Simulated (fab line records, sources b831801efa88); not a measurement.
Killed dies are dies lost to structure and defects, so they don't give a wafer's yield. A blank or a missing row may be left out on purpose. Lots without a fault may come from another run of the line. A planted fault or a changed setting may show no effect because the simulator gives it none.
fab line records | flow sky130
record lots=7 wafers=21 last_day=50
route steps=708 shown LI_CONTACT@383 LOCAL_INTERCONNECT@387 PAD_OPEN@708
lots that met no fault: from a run of the same line without faults
start_h: hours from the record's first day to the start of the lot's first wafer shown | wait_h: hours since the lot's step before | " the same as in the row above | L1.1+2: a row that stands for several wafers | - no value, or no start given | * or withheld: withheld | < > ~ a bound
route shown NAME@n: a module of which the file shows steps, and the number in the route of the first | usual: mean/standard deviation of fault-free wafers | same: alike in all rows | chamber/n: place in a boat | sites: the reading at each site | _std_site: their standard deviation | _edge_site: outer sites' mean less inner sites' | radius_mm: how far each site lies from the wafer's centre | mask NAME#n: copy n | behind: the tool/chamber that last shaped the wafer | hold: why the lot was held/for how many hours/how that ended | device: the transistor (n, p or np) that didn't switch | end of line: the same wafers' tests at the end of the route | a step without rows: its recipe alone | killed: dies lost to structure and defects at the first sort, not the wafer's yield | map: a wafer's dies, x killed, . not, _ none there
set.NAME: the setting as run; set.NAME@STEP: as run at that earlier step | model.NAME: the simulator's own value behind a step, which no gauge read
lots at some steps of the route; a table a step, a row a wafer
services: from which hour (start_h, from the record's first day; less than 0 if before it) a tool's chamber was out of use, for how many hours, and why
## steps
# step SKY_LI_CONTACT_CVD_21
# recipe material=W target_thk_nm=400 time_s=120.56 temp_c=400 pressure_torr=40
# usual heater_power_w=795/55
# columns lot.wafer tool chamber start_h wait_h heater_power_w
L953.3 cvd_w-02 0 695.62 0.1 831
L953.4 " 0 " " 842
L953.6 " 0 " " 823
L958.2 cvd_w-02 0 740.16 0.0 841
L958.3 " 1 " " 743
L958.6 " 1 " " 728
L964.1 cvd_w-02 1 779.73 0.0 743
L964.4 " 1 " " 744
L964.6 " 0 " " 858
L965.1 cvd_w-02 1 785.84 0.0 739
L965.2 " 0 " " 837
L965.3 " 1 " " 737
L966.2 cvd_w-02 0 795.31 0.0 839
L966.3 " 1 " " 742
L966.5 " 0 " " 866
L969.1 cvd_w-01 1 816.02 0.0 825
L969.3 " 1 " " 868
L969.5 " 0 " " 725
L974.2 cvd_w-02 0 854.61 0.0 855
L974.5 " 0 " " 826
L974.6 " 1 " " 746
# step SKY_LI_CONTACT_RS_MEAS_22
# recipe thk_meas_gauge=four-point-probe reads=W_of_LI_CONTACT_CVD_21+TiN_of_LI_CONTACT_SPUTTER_20+Ti_of_LI_CONTACT_SPUTTER_19
# usual LI_CONTACT_W_RS=0.286/0.003
# columns lot.wafer tool chamber start_h wait_h LI_CONTACT_W_RS[ohm/sq]
L953.3 film_metro-03 - 695.83 0.2 0.286
L953.4 " - " " 0.285
L953.6 " - " " 0.282
L958.2 film_metro-02 - 740.31 0.1 0.284
L958.3 " - " " 0.289
L958.6 " - " " 0.287
L964.1 film_metro-01 - 779.86 0.1 0.288
L964.4 " - " " 0.286
L964.6 " - " " 0.285
L965.1 film_metro-03 - 785.96 0.1 0.289
L965.2 " - " " 0.287
L965.3 " - " " 0.289
L966.2 film_metro-01 - 795.46 0.1 0.287
L966.3 " - " " 0.285
L966.5 " - " " 0.286
L969.1 film_metro-03 - 816.15 0.1 0.285
L969.3 " - " " 0.286
L969.5 " - " " 0.285
L974.2 film_metro-02 - 854.76 0.1 0.285
L974.5 " - " " 0.288
L974.6 " - " " 0.288
# step SKY_LI_CONTACT_THK_MEAS_23
# recipe thk_meas_gauge=xrf reads=W_of_LI_CONTACT_CVD_21
# usual LI_CONTACT_W_THK=401/7.6
# columns lot.wafer tool chamber start_h wait_h LI_CONTACT_W_THK[nm]
L953.3 film_metro-03 - 695.93 0.1 392
L953.4 " - " " 393
L953.6 " - " " 401
L958.2 film_metro-02 - 740.42 0.1 402
L958.3 " - " " 395
L958.6 " - " " 401
L964.1 film_metro-01 - 779.98 0.1 408
L964.4 " - " " 411
L964.6 " - " " 416
L965.1 film_metro-03 - 786.08 0.1 391
L965.2 " - " " 396
L965.3 " - " " 391
L966.2 film_metro-01 - 795.57 0.1 407
L966.3 " - " " 408
L966.5 " - " " 405
L969.1 film_metro-03 - 816.27 0.1 394
L969.3 " - " " 394
L969.5 " - " " 397
L974.2 film_metro-02 - 854.87 0.1 403
L974.5 " - " " 401
L974.6 " - " " 397
# step SKY_LI_CONTACT_CMP_24
# recipe stop_on=PSG t_overpolish_s=20 down_force_psi=3.5 platen_rpm=60 target_thk_nm=0 pad_velocity_m_s=0.94248
# usual motor_current_A=10.5/1.1 overpolish_run_s=20.000/0.0085 slurry_flow_ml_min=150.0/0.43 time_to_endpoint_s=96/3.9
# columns lot.wafer tool chamber start_h wait_h motor_current_A overpolish_run_s slurry_flow_ml_min time_to_endpoint_s
L953.4 cmp-02 2 696.02 0.1 9.0 19.994 149.8 92
L953.3 " 3 " " 10.1 19.991 150.3 100
L953.6 " 2 " " 8.3 20.007 149.8 91
L958.2 cmp-02 2 740.47 0.0 9.1 20.004 149.0 90
L958.3 " 0 " " 11.0 19.994 150.3 97
L958.6 " 3 " " 9.7 19.993 149.4 97
L964.1 cmp-01 3 780.04 0.1 10.5 20.006 149.7 89
L964.4 " 0 " " 11.5 20.011 150.5 99
L964.6 " 0 " " 12.0 19.994 150.6 98
L965.3 cmp-01 0 786.14 0.0 11.7 19.990 149.0 90
L965.2 " 1 " " 10.6 20.013 149.8 92
L965.1 " 3 " " 10.4 20.007 150.1 88
L966.2 cmp-02 3 795.67 0.1 10.0 20.013 149.6 101
L966.3 " 1 " " 11.1 20.011 150.2 104
L966.5 " 2 " " 8.8 19.999 150.5 99
L969.3 cmp-01 0 816.33 0.0 11.5 19.991 150.3 96
L969.1 " 1 " " 10.4 19.995 149.7 98
L969.5 " 1 " " 10.5 19.996 149.4 95
L974.2 cmp-01 2 854.92 0.0 9.7 20.006 150.2 101
L974.6 " 2 " " 9.9 20.010 150.0 103
L974.5 " 3 " " 10.3 20.022 149.5 96
# step SKY_LOCAL_INTERCONNECT_SPUTTER_00
# recipe material=TiN target_thk_nm=100 temp_c=300 power_w=6500 time_s=83.3 chamber_pressure_pa=0.4
# usual chamber_pressure_pa=0.4000/0.00066 substrate_temp_c=299.99/0.2 throttle_valve_pct=29.3/0.75
# columns lot.wafer tool chamber start_h wait_h chamber_pressure_pa substrate_temp_c throttle_valve_pct
L953.3 pvd_sputter-02 - 696.27 0.1 0.4003 299.90 29.2
L953.4 " - " " 0.4008 299.95 29.1
L953.6 " - " " 0.4011 299.75 29.2
L958.2 pvd_sputter-02 - 740.77 0.2 0.4000 300.01 30.4
L958.3 " - " " 0.4015 299.94 29.1
L958.6 " - " " 0.4003 299.78 29.1
L964.1 pvd_sputter-03 - 780.34 0.2 0.4013 300.21 29.2
L964.4 " - " " 0.3987 299.99 29.6
L964.6 " - " " 0.3991 299.96 29.5
L965.1 pvd_sputter-02 - 786.44 0.1 0.4001 300.47 29.0
L965.2 " - " " 0.3991 300.10 30.2
L965.3 " - " " 0.3997 299.92 28.6
L966.2 pvd_sputter-02 - 795.92 0.2 0.3985 299.93 28.9
L966.3 " - " " 0.4008 300.00 30.3
L966.5 " - " " 0.4004 300.19 28.5
L969.1 pvd_sputter-04 - 816.63 0.2 0.3998 300.12 31.1
L969.3 " - " " 0.3996 300.16 30.3
L969.5 " - " " 0.3999 299.93 31.2
L974.2 pvd_sputter-02 - 855.22 0.2 0.4006 300.01 29.0
L974.5 " - " " 0.3990 300.01 28.5
L974.6 " - " " 0.3990 299.68 29.2
# step SKY_LOCAL_INTERCONNECT_RS_MEAS_01
# recipe thk_meas_gauge=four-point-probe reads=TiN_of_LOCAL_INTERCONNECT_SPUTTER_00
# usual LOCAL_INTERCONNECT_TIN_RS=14.20/0.15
# columns lot.wafer tool chamber start_h wait_h LOCAL_INTERCONNECT_TIN_RS[ohm/sq]
L953.3 film_metro-04 - 696.37 0.1 14.32
L953.4 " - " " 13.97
L953.6 " - " " 14.27
L958.2 film_metro-04 - 740.85 0.1 14.53
L958.3 " - " " 14.56
L958.6 " - " " 14.34
L964.1 film_metro-03 - 780.40 0.0 14.33
L964.4 " - " " 14.12
L964.6 " - " " 14.17
L965.1 film_metro-03 - 786.50 0.0 14.07
L965.2 " - " " 14.30
L965.3 " - " " 14.37
L966.2 film_metro-02 - 796.00 0.1 14.14
L966.3 " - " " 14.42
L966.5 " - " " 14.37
L969.1 film_metro-04 - 816.69 0.0 14.30
L969.3 " - " " 14.23
L969.5 " - " " 14.35
L974.2 film_metro-03 - 855.30 0.1 14.13
L974.5 " - " " 14.39
L974.6 " - " " 14.25
# step SKY_LOCAL_INTERCONNECT_THK_MEAS_02
# recipe thk_meas_gauge=xrf reads=TiN_of_LOCAL_INTERCONNECT_SPUTTER_00
# usual LOCAL_INTERCONNECT_TIN_THK=100.2/1.1
# columns lot.wafer tool chamber start_h wait_h LOCAL_INTERCONNECT_TIN_THK[nm]
L953.3 film_metro-04 - 696.47 0.1 99.6
L953.4 " - " " 102.4
L953.6 " - " " 99.9
L958.2 film_metro-04 - 740.96 0.1 98.5
L958.3 " - " " 98.2
L958.6 " - " " 99.3
L964.1 film_metro-03 - 780.52 0.1 98.6
L964.4 " - " " 100.2
L964.6 " - " " 99.4
L965.1 film_metro-03 - 786.62 0.1 100.2
L965.2 " - " " 98.6
L965.3 " - " " 98.4
L966.2 film_metro-02 - 796.11 0.1 99.9
L966.3 " - " " 98.9
L966.5 " - " " 99.0
L969.1 film_metro-04 - 816.81 0.1 99.7
L969.3 " - " " 100.1
L969.5 " - " " 99.3
L974.2 film_metro-03 - 855.41 0.1 100.4
L974.5 " - " " 98.8
L974.6 " - " " 99.5
# step SKY_LOCAL_INTERCONNECT_DEHYDRATE_03
# recipe temp_c=200 time_s=60
# step SKY_LOCAL_INTERCONNECT_HMDS_04
# recipe prime_time_s=60 prime_temp_c=120
# step SKY_LOCAL_INTERCONNECT_COAT_05
# recipe resist=BARC temp_c=withheld time_s=withheld spin_rpm=3000 resist_thk_nm=60
# step SKY_LOCAL_INTERCONNECT_COAT_06
# recipe resist=KrF-thick spin_rpm=3000 resist_thk_nm=450
# step SKY_LOCAL_INTERCONNECT_SOFTBAKE_07
# recipe temp_c=100 time_s=90 resist=KrF-thick
# step SKY_LOCAL_INTERCONNECT_EXPOSE_08
# recipe mask_id=LI1M na=0.8 source_shape=annular sigma_inner=0.55 sigma_outer=0.85 target_cd_nm=170 dose_mj=28
# usual exposure_dose_mJ_cm2=27.999/0.029
# same na=0.8
# columns lot.wafer tool chamber start_h wait_h mask exposure_dose_mJ_cm2
L953.3 krf_scanner-02 0 710.80 - LI1M#0 27.961
L953.4 " 0 " " LI1M#0 27.977
L953.6 " 0 " " LI1M#0 27.980
L958.2 krf_scanner-01 0 755.27 - LI1M#0 28.013
L958.3 " 0 " " LI1M#0 27.981
L958.6 " 0 " " LI1M#0 27.983
L964.1 krf_scanner-01 0 794.05 - LI1M#0 28.067
L964.4 " 0 " " LI1M#0 28.002
L964.6 " 0 " " LI1M#0 28.032
L965.1 krf_scanner-02 0 800.04 - LI1M#0 29.431
L965.2 " 0 " " LI1M#0 29.453
L965.3 " 0 " " LI1M#0 29.434
L966.2 krf_scanner-02 0 809.32 - LI1M#0 29.455
L966.3 " 0 " " LI1M#0 29.456
L966.5 " 0 " " LI1M#0 29.467
L969.1 krf_scanner-02 0 830.80 - LI1M#0 28.904
L969.3 " 0 " " LI1M#0 28.875
L969.5 " 0 " " LI1M#0 28.900
L974.2 krf_scanner-01 0 868.62 - LI1M#0 28.030
L974.5 " 0 " " LI1M#0 28.022
L974.6 " 0 " " LI1M#0 28.030
# step SKY_LOCAL_INTERCONNECT_PEB_09
# recipe peb_temp_c=withheld peb_time_s=withheld resist=KrF-thick
# step SKY_LOCAL_INTERCONNECT_DEVELOP_10
# recipe develop_time_s=60 resist=KrF-thick dev_temp_c=21
# step SKY_LOCAL_INTERCONNECT_CD_MEAS_11
# recipe target_cd_nm=170
# usual cd_nm=170.5/1.3
# columns lot.wafer tool chamber start_h wait_h cd_nm
L953.3 cd_sem-02 - 724.70 - 171.1
L953.4 " - " " 170.8
L953.6 " - " " 170.3
L958.2 cd_sem-02 - 768.68 - 168.6
L958.3 " - " " 170.1
L958.6 " - " " 169.5
L964.1 cd_sem-02 - 807.20 - 172.9
L964.4 " - " " 174.1
L964.6 " - " " 171.8
L965.1 cd_sem-02 - 813.46 - 160.3
L965.2 " - " " 161.9
L965.3 " - " " 161.6
L966.2 cd_sem-02 - 822.48 - 160.3
L966.3 " - " " 160.4
L966.5 " - " " 160.1
L969.1 cd_sem-01 - 844.35 - 164.0
L969.3 " - " " 163.8
L969.5 " - " " 163.1
L974.2 cd_sem-02 - 881.39 - 169.6
L974.5 " - " " 170.0
L974.6 " - " " 171.2
# step SKY_LOCAL_INTERCONNECT_OVL_MEAS_12
# usual LOCAL_INTERCONNECT_OVL=2/5.5
# columns lot.wafer tool chamber start_h wait_h LOCAL_INTERCONNECT_OVL[nm]
L953.3 overlay-02 - 724.79 0.1 5
L953.4 " - " " -2
L953.6 " - " " -4
L958.2 overlay-01 - 768.79 0.1 4
L958.3 " - " " 0
L958.6 " - " " 3
L964.1 overlay-01 - 807.32 0.1 -3
L964.4 " - " " -4
L964.6 " - " " -7
L965.1 overlay-01 - 813.58 0.1 -1
L965.2 " - " " -4
L965.3 " - " " -1
L966.2 overlay-02 - 822.59 0.1 -6
L966.3 " - " " 5
L966.5 " - " " -5
L969.1 overlay-02 - 844.47 0.1 8
L969.3 " - " " 5
L969.5 " - " " 7
L974.2 overlay-02 - 881.50 0.1 2
L974.5 " - " " 4
L974.6 " - " " 1
# step SKY_LOCAL_INTERCONNECT_ETCH_13
# recipe chemistry=N2/H2 target=BARC ion_energy_ev=200 bias_w=100 pressure_mtorr=30 n2_flow_sccm=100 h2_flow_sccm=200 icp_w=500 stop_on=SiO2 time_s=45.9 target_depth_a=600
# usual drypump_motor_current_A=5.4/0.52 oes_product_au=0.855/0.0047 throttle_valve_pct=13.225/0.0085
# columns lot.wafer tool chamber start_h wait_h drypump_motor_current_A oes_product_au rf_hours_counter_h throttle_valve_pct model.LOCAL_INTERCONNECT.cd_nm
L953.3 rie_metal-01 1 724.84 0.0 5.4 0.855 - 13.227 169.9
L953.4 " 0 " " 5.2 0.863 - 13.221 170.7
L953.6 " 0 " " 5.2 0.850 - 13.232 170.7
L958.2 rie_metal-02 0 768.82 0.0 5.0 0.850 1 13.230 168.8
L958.3 " 1 " " 6.5 0.856 - 13.233 170.3
L958.6 " 1 " " 6.5 0.861 - 13.222 169.7
L964.1 rie_metal-01 0 807.36 0.0 5.2 0.857 6 13.229 174
L964.4 " 1 " " 5.4 0.852 - 13.229 174.5
L964.6 " 0 " " 5.2 0.851 - 13.222 172.1
L965.1 rie_metal-02 1 813.62 0.0 6.5 0.853 14 13.232 160.5
L965.2 " 0 " " 5.0 0.862 3 13.221 161.7
L965.3 " 1 " " 6.4 0.859 - 13.229 161.6
L966.2 rie_metal-03 1 822.62 0.0 4.7 0.860 3 13.224 161.4
L966.3 " 1 " " 4.7 0.862 - 13.226 161
L966.5 " 1 " " 4.7 0.856 - 13.224 160.8
L969.1 rie_metal-01 1 844.51 0.0 5.4 0.859 3 13.225 165.1
L969.3 " 0 " " 5.2 0.856 - 13.229 164.6
L969.5 " 1 " " 5.4 0.856 - 13.239 163.4
L974.2 rie_metal-02 1 881.53 0.0 6.5 0.853 16 13.232 170.1
L974.5 " 0 " " 5.0 0.853 - 13.237 170.2
L974.6 " 1 " " 6.4 0.862 - 13.252 170.8
# step SKY_LOCAL_INTERCONNECT_METAL_ETCH_14
# recipe target_depth_nm=110 stop_on=PSG chemistry=Cl2/BCl3 target=TiN resist_sidewall_deg=88 pressure_mtorr=10 icp_w=900 bias_w=48.5 Cl2_flow_sccm=60 bcl3_flow_sccm=30 time_s=31.4
# usual drypump_motor_current_A=5.4/0.52 oes_product_au=0.939/0.007 throttle_valve_pct=21.903/0.0096
# columns lot.wafer tool chamber start_h wait_h drypump_motor_current_A oes_product_au rf_hours_counter_h throttle_valve_pct model.LOCAL_INTERCONNECT.cd_nm
L953.3 rie_metal-01 1 724.90 0.0 5.4 0.933 - 21.914 170.3
L953.4 " 0 " " 5.2 0.940 - 21.907 171
L953.6 " 0 " " 5.2 0.928 - 21.912 171.1
L958.2 rie_metal-02 0 768.88 0.0 5.0 0.929 1 21.925 168.9
L958.3 " 1 " " 6.4 0.923 - 21.908 170.6
L958.6 " 1 " " 6.4 0.929 - 21.920 169.9
L964.1 rie_metal-01 0 807.42 0.0 5.2 0.935 6 21.903 174.5
L964.4 " 1 " " 5.4 0.942 - 21.897 175.3
L964.6 " 0 " " 5.2 0.932 - 21.910 172.2
L965.1 rie_metal-02 1 813.68 0.0 6.5 0.941 14 21.888 160.9
L965.2 " 0 " " 5.0 0.926 3 21.899 162.2
L965.3 " 1 " " 6.5 0.936 - 21.904 162
L966.2 rie_metal-03 1 822.68 0.0 4.6 0.945 3 21.896 161.1
L966.3 " 1 " " 4.7 0.935 - 21.908 161
L966.5 " 1 " " 4.7 0.938 - 21.913 160.6
L969.1 rie_metal-01 1 844.57 0.0 5.4 0.927 3 21.906 165.1
L969.3 " 0 " " 5.2 0.939 - 21.900 164.4
L969.5 " 1 " " 5.4 0.929 - 21.921 163.2
L974.2 rie_metal-02 1 881.59 0.0 6.4 0.940 16 21.914 170.8
L974.5 " 0 " " 5.0 0.932 - 21.912 170
L974.6 " 1 " " 6.5 0.937 - 21.904 171.1
# step SKY_LOCAL_INTERCONNECT_STRIP_15
# recipe chemistry=O2/N2 power_w=1400 pressure_mtorr=1500 platen_temp_c=withheld o2_flow_sccm=3000 n2_flow_sccm=300 overash_fraction=0.5
# usual drypump_motor_current_A=5.4/0.42 oes_product_au=0.427/0.0044 strip_time_to_endpoint_s=4.727/0.02
# columns lot.wafer tool chamber start_h wait_h drypump_motor_current_A oes_product_au rf_hours_counter_h strip_time_to_endpoint_s
L953.3 plasma_asher-02 1 724.97 0.1 5.7 0.427 - 4.729
L953.4 " 0 " " 5.0 0.422 - 4.715
L953.6 " 0 " " 5.1 0.428 - 4.710
L958.2 plasma_asher-02 0 768.93 0.0 5.0 0.426 2 4.718
L958.3 " 1 " " 5.7 0.421 - 4.712
L958.6 " 1 " " 5.8 0.431 - 4.697
L964.1 plasma_asher-02 1 807.48 0.0 5.7 0.430 6 4.755
L964.4 " 0 " " 5.0 0.428 - 4.736
L964.6 " 0 " " 5.0 0.428 - 4.751
L965.1 plasma_asher-02 0 813.73 0.0 5.0 0.421 6 4.696
L965.2 " 1 " " 5.8 0.426 6 4.715
L965.3 " 1 " " 5.7 0.427 - 4.728
L966.2 plasma_asher-01 0 822.73 0.0 6.1 0.435 37 4.755
L966.3 " 1 " " 5.0 0.428 - 4.756
L966.5 " 0 " " 6.1 0.430 - 4.743
L969.1 plasma_asher-03 1 844.63 0.0 5.3 0.427 71 4.740
L969.3 " 1 " " 5.3 0.432 - 4.725
L969.5 " 1 " " 5.2 0.424 - 4.722
L974.2 plasma_asher-01 1 881.64 0.0 5.0 0.426 43 4.703
L974.5 " 1 " " 5.0 0.431 - 4.712
L974.6 " 0 " " 6.1 0.424 - 4.716
# step SKY_PAD_OPEN_PROBE_99
# usual killed_at_M0_to_M3=43/6.6 killed_at_M4_up=2.9/1.6 killed_at_contacts=24/4.9 killed_at_front_end=15/4.5 killed_at_other=0.2/0.45 killed_dies=86/8.8 killed_open=48/6.4 killed_short=38/5.6
# same gross_dies=492 killed_at_back_side=0
# columns lot.wafer tool chamber start_h wait_h killed_at_M0_to_M3 killed_at_M4_up killed_at_contacts killed_at_front_end killed_at_other killed_dies killed_open killed_short model.etest.res_li.line_ohm_um
L953.3 prober-02 - 1092.89 0.2 50 2 24 14 1 91 49 42 75.45
L953.4 prober-02 - 1092.94 0.2 60 2 22 13 0 97 54 43 73.72
L953.6 prober-02 - 1093.04 0.2 41 5 26 13 1 86 54 32 75.19
L958.2 prober-02 - 1124.98 0.1 38 0 21 13 0 72 41 31 78.09
L958.3 prober-02 - 1125.03 0.2 39 6 29 15 0 89 51 38 76.6
L958.6 prober-02 - 1125.18 0.2 37 0 22 17 0 76 46 30 76.24
L964.1 prober-01 - 1153.32 0.1 40 4 25 15 0 84 48 36 75.3
L964.4 prober-01 - 1153.47 0.2 53 3 16 22 1 95 62 33 72.98
L964.6 prober-01 - 1153.57 0.2 38 3 25 19 0 85 43 42 74.54
L965.1 prober-01 - 1157.48 0.1 32 4 22 10 1 69 44 25 79.47
L965.2 prober-01 - 1157.53 0.1 52 4 25 12 1 94 56 38 79.91
L965.3 prober-01 - 1157.58 0.2 49 2 28 10 0 89 57 32 80.17
L966.2 prober-02 - 1162.83 0.1 42 2 18 19 1 82 52 30 79.19
L966.3 prober-02 - 1162.88 0.2 48 5 30 12 1 96 54 42 80.8
L966.5 prober-02 - 1162.98 0.2 43 0 26 18 1 88 51 37 80.81
L969.1 prober-01 - 1178.68 0.1 41 5 28 15 1 90 49 41 78.74
L969.3 prober-01 - 1178.78 0.2 35 2 25 11 0 73 35 38 78.11
L969.5 prober-01 - 1178.88 0.2 49 0 23 21 0 93 54 39 79.79
L974.2 prober-02 - 1203.83 0.1 27 2 21 6 0 56 31 25 74.67
L974.5 prober-02 - 1203.98 0.2 44 6 29 5 0 84 49 35 76.18
L974.6 prober-02 - 1204.03 0.2 34 2 26 9 0 71 35 36 75.38
# killed by level:class
L953.3 VIA1:geometric_particle:open=13 CONTACT:geometric_particle:open=13 CONTACT:geometric_particle:short=8 VIA1:geometric_particle:short=7 VIA2:geometric_particle:open=7 POLY_GATE:geometric_particle:short=4 METAL1:geometric_particle:short=4 METAL2:geometric_particle:short=4
L953.4 VIA1:geometric_particle:open=17 CONTACT:geometric_particle:open=9 METAL1:geometric_particle:short=9 LI_CONTACT:geometric_particle:open=7 VIA2:geometric_particle:short=7 VIA2:geometric_particle:open=6 POLY_GATE:geometric_particle:open=5 VIA3:geometric_particle:short=5
L953.6 VIA1:geometric_particle:open=13 CONTACT:geometric_particle:open=11 LI_CONTACT:geometric_particle:open=7 VIA3:geometric_particle:open=6 POLY_GATE:geometric_particle:short=5 VIA2:geometric_particle:open=5 METAL4:geometric_particle:short=5 FIELD_ISO:geometric_particle:open=4
L958.2 VIA3:geometric_particle:open=11 CONTACT:geometric_particle:open=7 METAL2:geometric_particle:short=5 CONTACT:geometric_particle:short=4 VIA1:geometric_particle:open=4 METAL1:geometric_particle:short=4 VIA2:geometric_particle:open=4 FIELD_ISO:geometric_particle:short=3
L958.3 CONTACT:geometric_particle:open=18 VIA2:geometric_particle:open=9 VIA3:geometric_particle:open=8 POLY_GATE:geometric_particle:short=6 METAL4:geometric_particle:short=5 FIELD_ISO:geometric_particle:short=4 METAL1:geometric_particle:short=4 LI_CONTACT:geometric_particle:open=3
L958.6 VIA2:geometric_particle:open=8 LI_CONTACT:geometric_particle:open=7 CONTACT:geometric_particle:open=6 POLY_GATE:geometric_particle:open=5 VIA3:geometric_particle:open=5 SPACER:geometric_particle:short=4 METAL2:geometric_particle:short=4 FIELD_ISO:geometric_particle:open=3
L964.1 VIA3:geometric_particle:open=9 CONTACT:geometric_particle:open=7 VIA1:geometric_particle:open=7 VIA2:geometric_particle:open=7 FIELD_ISO:geometric_particle:short=5 LI_CONTACT:geometric_particle:open=5 VIA1:geometric_particle:short=5 FIELD_ISO:geometric_particle:open=4
L964.4 VIA1:geometric_particle:open=14 VIA3:geometric_particle:open=9 VIA2:geometric_particle:open=9 POLY_GATE:geometric_particle:short=6 FIELD_ISO:geometric_particle:open=6 CONTACT:geometric_particle:open=6 METAL3:geometric_particle:short=5 POLY_GATE:geometric_particle:open=4
L964.6 VIA1:geometric_particle:open=8 POLY_GATE:geometric_particle:open=7 CONTACT:geometric_particle:open=7 VIA2:geometric_particle:open=7 METAL3:geometric_particle:short=7 LI_CONTACT:geometric_particle:open=6 LI_CONTACT:geometric_particle:short=5 FIELD_ISO:geometric_particle:short=4
L965.1 CONTACT:geometric_particle:open=11 VIA1:geometric_particle:open=9 VIA3:geometric_particle:open=7 LI_CONTACT:geometric_particle:open=6 VIA1:geometric_particle:short=5 FIELD_ISO:geometric_particle:short=4 CONTACT:geometric_particle:short=3 FIELD_ISO:geometric_particle:open=2
L965.2 VIA1:geometric_particle:open=12 VIA3:geometric_particle:open=12 VIA1:geometric_particle:short=9 LI_CONTACT:geometric_particle:open=8 CONTACT:geometric_particle:open=7 CONTACT:geometric_particle:short=5 POLY_GATE:geometric_particle:short=4 LOCAL_INTERCONNECT:geometric_particle:short=4
L965.3 CONTACT:geometric_particle:open=15 VIA1:geometric_particle:open=11 VIA3:geometric_particle:open=10 LI_CONTACT:geometric_particle:open=5 METAL2:geometric_particle:short=5 FIELD_ISO:geometric_particle:open=4 VIA3:geometric_particle:short=4 METAL1:geometric_particle:open=4
L966.2 VIA1:geometric_particle:open=14 FIELD_ISO:geometric_particle:open=7 VIA2:geometric_particle:open=6 CONTACT:geometric_particle:open=6 FIELD_ISO:geometric_particle:short=5 LI_CONTACT:geometric_particle:open=5 CONTACT:geometric_particle:short=5 VIA3:geometric_particle:short=5
L966.3 CONTACT:geometric_particle:open=14 VIA2:geometric_particle:open=10 VIA1:geometric_particle:open=8 VIA3:geometric_particle:short=7 LI_CONTACT:geometric_particle:open=6 FIELD_ISO:geometric_particle:short=5 CONTACT:geometric_particle:short=5 METAL2:geometric_particle:short=5
L966.5 VIA2:geometric_particle:open=14 CONTACT:geometric_particle:open=13 CONTACT:geometric_particle:short=8 FIELD_ISO:geometric_particle:short=6 VIA1:geometric_particle:open=6 VIA2:geometric_particle:short=5 VIA3:geometric_particle:open=5 METAL1:geometric_particle:short=4
L969.1 CONTACT:geometric_particle:open=11 LI_CONTACT:geometric_particle:open=7 VIA1:geometric_particle:short=7 METAL2:geometric_particle:short=7 VIA1:geometric_particle:open=6 VIA3:geometric_particle:open=6 POLY_GATE:geometric_particle:open=5 CONTACT:geometric_particle:short=5
L969.3 LI_CONTACT:geometric_particle:open=9 VIA1:geometric_particle:open=7 VIA1:geometric_particle:short=6 CONTACT:geometric_particle:short=5 METAL3:geometric_particle:short=5 POLY_GATE:geometric_particle:short=4 CONTACT:geometric_particle:open=4 POLY_GATE:geometric_particle:open=3
L969.5 VIA1:geometric_particle:open=17 VIA3:geometric_particle:open=11 CONTACT:geometric_particle:open=7 POLY_GATE:geometric_particle:short=5 POLY_GATE:geometric_particle:open=5 VIA1:geometric_particle:short=5 CONTACT:geometric_particle:short=5 FIELD_ISO:geometric_particle:open=4
L974.2 VIA1:geometric_particle:open=7 LI_CONTACT:geometric_particle:open=6 VIA2:geometric_particle:open=6 CONTACT:geometric_particle:open=5 LI_CONTACT:geometric_particle:short=4 METAL1:geometric_particle:short=4 LOCAL_INTERCONNECT:geometric_particle:short=3 VIA1:geometric_particle:short=3
L974.5 VIA1:geometric_particle:open=14 CONTACT:geometric_particle:open=10 VIA2:geometric_particle:open=10 LI_CONTACT:geometric_particle:open=9 VIA1:geometric_particle:short=6 METAL4:geometric_particle:short=5 LOCAL_INTERCONNECT:geometric_particle:short=4 METAL1:geometric_particle:short=4
L974.6 CONTACT:geometric_particle:open=11 VIA1:geometric_particle:open=8 CONTACT:geometric_particle:short=6 METAL2:geometric_particle:short=6 VIA3:geometric_particle:open=5 LI_CONTACT:geometric_particle:short=4 LI_CONTACT:geometric_particle:open=4 VIA2:geometric_particle:short=4
## services
# columns tool chamber start_h hours kind
cvd_w-02 1 677.59 18.6 repair
krf_scanner-01 - 682.46 1.3 pm
pvd_sputter-02 - 690.88 4.6 repair
cvd_w-02 - 696.38 6.9 pm
plasma_asher-02 - 698.84 2.2 repair
krf_scanner-02 - 709.62 0.8 pm
krf_scanner-02 - 715.17 7.2 pm
krf_scanner-02 - 728.31 1.3 pm
plasma_asher-02 - 733.75 9.0 pm
cmp-01 - 744.00 4.0 pm
krf_scanner-02 - 750.13 6.0 pm
rie_metal-01 0 751.15 3.6 repair
krf_scanner-02 - 756.13 1.0 pm
krf_scanner-02 - 757.46 0.5 repair
plasma_asher-02 - 762.01 2.1 repair
cmp-01 - 766.01 3.7 pm
krf_scanner-02 - 766.19 3.1 repair
cvd_w-02 - 766.66 0.8 repair
cvd_w-02 - 768.70 2.8 pm
cvd_w-02 - 780.79 1.3 repair
rie_metal-02 1 787.09 11.1 repair
cvd_w-02 1 834.11 2.7 repair
plasma_asher-02 - 844.87 4.4 repair
krf_scanner-02 - 878.42 0.8 pm
## key
first_sign step=SKY_LOCAL_INTERCONNECT_EXPOSE_08 reading=exposure_dose_mJ_cm2 direction=up sigmas=44 usual=* struck=*
effect step=SKY_LOCAL_INTERCONNECT_CD_MEAS_11 reading=cd_nm direction=down sigmas=6.6 usual=170.5 struck=161.7 through=control_loop
model_effect step=SKY_LOCAL_INTERCONNECT_ETCH_13 value=LOCAL_INTERCONNECT.cd_nm without=170.7 struck=162.2
model_effect step=SKY_LOCAL_INTERCONNECT_METAL_ETCH_14 value=LOCAL_INTERCONNECT.cd_nm without=170.8 struck=162.3
model_effect step=SKY_PAD_OPEN_PROBE_99 value=etest.res_li.line_ohm_um without=75.68 struck=79.67
met_at SKY_LOCAL_INTERCONNECT_EXPOSE_08
struck_wafers L965.1,L965.2,L965.3,L966.2,L966.3,L966.5,L969.1,L969.3,L969.5
tester_left_out L965,L966,L969
loop_trim step=SKY_LOCAL_INTERCONNECT_EXPOSE_08 setting=dose lots=L969
onset_between 710.80 800.04
fault kind=process_parameter_drift tool=krf_scanner-02 chamber=- onset_h=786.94 steps=SKY_LOCAL_INTERCONNECT_EXPOSE_08 channel=dose_mj offset=1.4305 shape=step acts_in=these_recipes_only stated=28
# tester_left_out: of these lots the tester's yield and bins aren't shown, on N5 and GAA mostly nor the transistor test; their killed dies are dies lost to structure and defects alone, not to doping, threshold or leakage, so they don't give the yield
# loop_trim: a control loop set the setting to another value than it would have without faults
